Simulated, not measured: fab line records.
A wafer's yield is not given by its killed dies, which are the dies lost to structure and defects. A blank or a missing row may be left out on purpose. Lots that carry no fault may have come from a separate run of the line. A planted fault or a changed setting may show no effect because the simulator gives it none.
fab line records + flow gf180mcu
record:
- lots: 6
- wafers: 18
- lastDay: 33
route steps=602 shown HV_LDD@209
lots with no fault: from the same line, run without faults
startH: the number of hours between the record's first day and the start of the first shown wafer of the lot + waitH: hours since the lot's step before + " identical to the entry in the row above + L1.1+2: a single row standing in for several wafers + - no value, or no start was given + * or withheld: withheld + < > ~ a bound
route shown NAME@n: a module of which the file shows steps, and the number in the route of the first + usual: average and standard deviation across the fault-free wafers + same: alike in all rows + chamber/n: place in a boat + sites: each site's reading + _std_site: how widely they spread, as a standard deviation + _edge_site: inner sites' mean taken away from outer sites' mean + radiusMm: how far each site lies from the wafer's centre + mask NAME#n: copy n + behind: tool/chamber where the wafer was last shaped + hold: the reason the lot was held/the length of the hold in hours/how it ended + device: transistor that didn't switch, given as n, p or np + end of line: the tests these same wafers got at the end of their route + step lacking rows: just its recipe + killed: not the wafer's yield, but the dies lost to structure and defects at the first sort + map: per-die view of a wafer (x killed, . not killed, _ where there is no die)
set.NAME: the setting that was run; set.NAME@STEP: the one run at that earlier step + model.NAME: the simulator's own value behind a step, which no gauge read
lots at selected steps of the route; one table per step, one row per wafer
services: from which hour (startH, from the record's first day; less than 0 if before it) a tool's chamber was out of use, for how many hours, and why
== steps ==
step: GF_HV_LDD_IMPLANT_33
recipe:
- species: P
- energyKev: 60
- doseCm2: 7.5e+12
- tiltDeg: 30
- rotationDeg: 0
step: GF_HV_LDD_IMPLANT_34
recipe:
- species: P
- energyKev: 60
- doseCm2: 7.5e+12
- tiltDeg: 30
- rotationDeg: 90
step: GF_HV_LDD_IMPLANT_35
recipe:
- species: P
- energyKev: 60
- doseCm2: 7.5e+12
- tiltDeg: 30
- rotationDeg: 180
step: GF_HV_LDD_IMPLANT_36
recipe:
- species: P
- energyKev: 60
- doseCm2: 7.5e+12
- tiltDeg: 30
- rotationDeg: 270
step: GF_HV_LDD_STRIP_37
recipe:
- chemistry: O2/N2
- powerW: 1400
- pressureMtorr: 1500
- platenTempC: 250
- o2FlowSccm: 3000
- n2FlowSccm: 300
- overashFraction: 0.5
usual:
- drypumpMotorCurrentA: 5.5/0.45
- heaterPowerW: 340/29
- oesProductAu: 0.716/0.0045
- stripTimeToEndpointS: 12.61/0.035
| lot.wafer | tool           | chamber | startH | waitH | drypumpMotorCurrentA | heaterPowerW | oesProductAu | rfHoursCounterH | stripTimeToEndpointS |
|-----------|----------------|---------|--------|-------|----------------------|--------------|--------------|-----------------|----------------------|
| L361.1    | plasmaAsher-03 | 0       | 251.74 | 0.1   | 5.6                  | 359          | 0.716        | 47              | 12.71                |
| L361.4    | "              | 0       | "      | "     | 5.5                  | 380          | 0.716        | -               | 12.65                |
| L361.6    | "              | 0       | "      | "     | 5.5                  | 362          | 0.715        | -               | 12.64                |
| L369.2    | plasmaAsher-03 | 0       | 307.84 | 0.1   | 5.6                  | 365          | 0.721        | 53              | 12.60                |
| L369.3    | "              | 0       | "      | "     | 5.5                  | 370          | 0.712        | -               | 12.58                |
| L369.6    | "              | 1       | "      | "     | 5.2                  | 316          | 0.707        | -               | 12.61                |
| L370.1    | plasmaAsher-02 | 1       | 318.62 | 0.1   | 5.9                  | 319          | 0.716        | 20              | 12.68                |
| L370.2    | "              | 0       | "      | "     | 5.2                  | 339          | 0.718        | 20              | 12.66                |
| L370.6    | "              | 0       | "      | "     | 5.2                  | 343          | 0.719        | -               | 12.68                |
| L375.1    | plasmaAsher-03 | 1       | 363.87 | 0.1   | 5.3                  | 310          | 0.716        | 59              | 12.59                |
| L375.2    | "              | 0       | "      | "     | 5.5                  | 355          | 0.719        | 59              | 12.62                |
| L375.6    | "              | 0       | "      | "     | 5.6                  | 356          | 0.720        | -               | 12.60                |
| L376.1    | plasmaAsher-02 | 0       | 381.37 | 0.1   | 5.2                  | 332          | 0.718        | 27              | 12.51                |
| L376.4    | "              | 0       | "      | "     | 5.2                  | 337          | 0.716        | -               | 12.52                |
| L376.5    | "              | 1       | "      | "     | 5.9                  | 314          | 0.717        | -               | 12.48                |
| L379.1    | plasmaAsher-04 | 1       | 412.09 | 0.1   | 4.8                  | 400          | 0.723        | 74              | 12.60                |
| L379.4    | "              | 1       | "      | "     | 4.8                  | 395          | 0.718        | -               | 12.64                |
| L379.5    | "              | 0       | "      | "     | 6.3                  | 328          | 0.717        | -               | 12.65                |
step: GF_HV_LDD_TW_MEAS_38
usual:
- HV_LDD_3_TW: 1431/13
| lot.wafer | tool         | chamber | startH | waitH | HV_LDD_3_TW |
|-----------|--------------|---------|--------|-------|-------------|
| L361.1    | filmMetro-02 | -       | 251.84 | 0.1   | 1440        |
| L361.4    | "            | -       | "      | "     | 1439        |
| L361.6    | "            | -       | "      | "     | 1437        |
| L369.2    | filmMetro-02 | -       | 307.95 | 0.1   | 1448        |
| L369.3    | "            | -       | "      | "     | 1447        |
| L369.6    | "            | -       | "      | "     | 1444        |
| L370.1    | filmMetro-04 | -       | 318.72 | 0.1   | 1410        |
| L370.2    | "            | -       | "      | "     | 1416        |
| L370.6    | "            | -       | "      | "     | 1418        |
| L375.1    | filmMetro-03 | -       | 363.97 | 0.1   | 1455        |
| L375.2    | "            | -       | "      | "     | 1451        |
| L375.6    | "            | -       | "      | "     | 1447        |
| L376.1    | filmMetro-02 | -       | 381.47 | 0.1   | 1431        |
| L376.4    | "            | -       | "      | "     | 1421        |
| L376.5    | "            | -       | "      | "     | 1427        |
| L379.1    | filmMetro-04 | -       | 412.19 | 0.1   | 1416        |
| L379.4    | "            | -       | "      | "     | 1410        |
| L379.5    | "            | -       | "      | "     | 1414        |
step: GF_HV_LDD_DEHYDRATE_39
recipe:
- tempC: 200
- timeS: 60
step: GF_HV_LDD_HMDS_40
recipe:
- primeTimeS: 60
- primeTempC: 120
step: GF_HV_LDD_COAT_41
recipe:
- resist: NOVOLAK
- spinRpm: 3000
- resistThkNm: 1000
step: GF_HV_LDD_SOFTBAKE_42
recipe:
- tempC: 90
- timeS: 60
- resist: NOVOLAK
step: GF_HV_LDD_EXPOSE_43
recipe:
- maskId: Pplus_HV_AREA
- targetCdNm: 400
- na: 0.6
- sourceShape: conventional
- sigmaOuter: 0.6
- doseMj: 140
step: GF_HV_LDD_PEB_44
recipe:
- tempC: withheld
- timeS: *
- resist: NOVOLAK
step: GF_HV_LDD_DEVELOP_45
recipe:
- developTimeS: 60
- devTempC: 23
usual:
- chillPlateTempC: 23.01/0.099
- developTimeS: 60/0
| lot.wafer | tool          | chamber | startH | waitH | chillPlateTempC | developTimeS |
|-----------|---------------|---------|--------|-------|-----------------|--------------|
| L361.1    | lithoTrack-02 | 0       | 270.03 | 0.1   | 22.91           | 60           |
| L361.4    | "             | 0       | "      | "     | 22.93           | 60           |
| L361.6    | "             | 0       | "      | "     | 22.95           | 60           |
| L369.2    | lithoTrack-02 | -       | 327.30 | 0.1   | -               | -            |
| L369.3    | "             | -       | "      | "     | -               | -            |
| L369.6    | "             | -       | "      | "     | -               | -            |
| L370.1    | lithoTrack-01 | -       | 338.74 | 0.1   | -               | -            |
| L370.2    | "             | -       | "      | "     | -               | -            |
| L370.6    | "             | -       | "      | "     | -               | -            |
| L375.1    | lithoTrack-02 | 0       | 386.03 | 0.1   | 23.03           | 60           |
| L375.2    | "             | 0       | "      | "     | 23.05           | 60           |
| L375.6    | "             | 0       | "      | "     | 23.13           | 60           |
| L376.1    | lithoTrack-03 | 0       | 403.92 | 0.1   | 22.98           | 60           |
| L376.4    | "             | 0       | "      | "     | 23.15           | 60           |
| L376.5    | "             | 0       | "      | "     | 22.86           | 60           |
| L379.1    | lithoTrack-02 | 0       | 434.28 | 0.1   | 23.08           | 60           |
| L379.4    | "             | 0       | "      | "     | 23.11           | 60           |
| L379.5    | "             | 0       | "      | "     | 22.93           | 60           |
step: GF_HV_LDD_CD_MEAS_46
recipe:
- targetCdNm: 400
usual:
- cdNm: 400.0/2.1
| lot.wafer | tool     | chamber | startH | waitH | cdNm  |
|-----------|----------|---------|--------|-------|-------|
| L361.1    | cdSem-01 | -       | 270.18 | 0.1   | 397.3 |
| L361.4    | "        | -       | "      | "     | 398.1 |
| L361.6    | "        | -       | "      | "     | 399.8 |
| L369.2    | cdSem-01 | -       | 327.45 | 0.1   | -     |
| L369.3    | "        | -       | "      | "     | -     |
| L369.6    | "        | -       | "      | "     | -     |
| L370.1    | cdSem-01 | -       | 338.89 | 0.1   | -     |
| L370.2    | "        | -       | "      | "     | -     |
| L370.6    | "        | -       | "      | "     | -     |
| L375.1    | cdSem-02 | -       | 386.18 | 0.1   | 401.9 |
| L375.2    | "        | -       | "      | "     | 399.9 |
| L375.6    | "        | -       | "      | "     | 402.1 |
| L376.1    | cdSem-02 | -       | 404.07 | 0.1   | 397.7 |
| L376.4    | "        | -       | "      | "     | 399.1 |
| L376.5    | "        | -       | "      | "     | 399.7 |
| L379.1    | cdSem-01 | -       | 434.43 | 0.1   | 401.6 |
| L379.4    | "        | -       | "      | "     | 397.4 |
| L379.5    | "        | -       | "      | "     | 402.8 |
== services ==
| tool           | chamber | startH | hours | kind      |
|----------------|---------|--------|-------|-----------|
| plasmaAsher-02 | -       | 262.83 | 1.6   | repair    |
| plasmaAsher-03 | -       | 281.20 | 7.0   | repair    |
| plasmaAsher-04 | -       | 298.60 | 0.3   | repair    |
| plasmaAsher-02 | -       | 312.78 | 3.6   | repair    |
| plasmaAsher-03 | -       | 375.55 | 15.6  | pm        |
| plasmaAsher-04 | -       | 421.34 | 9.0   | pm        |
| plasmaAsher-04 | 0       | 421.34 | 9.0   | ventCycle |
| plasmaAsher-04 | 1       | 421.34 | 9.0   | ventCycle |
| plasmaAsher-04 | 0       | 430.34 | -     | clean     |
| plasmaAsher-04 | 1       | 430.34 | -     | clean     |
== key ==
firstSign:
- step: GF_HV_LDD_DEVELOP_45
- reading: toolRecord
- direction: missing
effect none on later readings
metAt GF_HV_LDD_DEVELOP_45
struckWafers L369.2,L369.3,L369.6,L370.1,L370.2,L370.6
laterRowsLeftOut L369.2,L369.3,L369.6,L370.1,L370.2,L370.6
sortLeftOut L369.2,L369.3,L369.6,L370.1,L370.2,L370.6
testerLeftOut L369,L370
onsetBetween 270.03 327.30
fault:
- kind: skippedStepWhole
- tool: lithoTrack-01,lithoTrack-02
- chamber: -
- onsetH: 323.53
- steps: GF_HV_LDD_DEVELOP_45
- scope: struckLotsOnly
testerLeftOut: of these lots the tester's yield and bins aren't shown, on N5 and GAA mostly nor the transistor test; their killed dies are dies lost to structure and defects alone, not to doping, threshold or leakage, so they don't give the yield
sortLeftOut: the simulated sort isn't trusted on such a fault, so these wafers' sort isn't shown, and their yield isn't known
laterRowsLeftOut: the simulator's readings of these wafers behind a module that went badly wrong aren't trusted and aren't shown, but for the sort
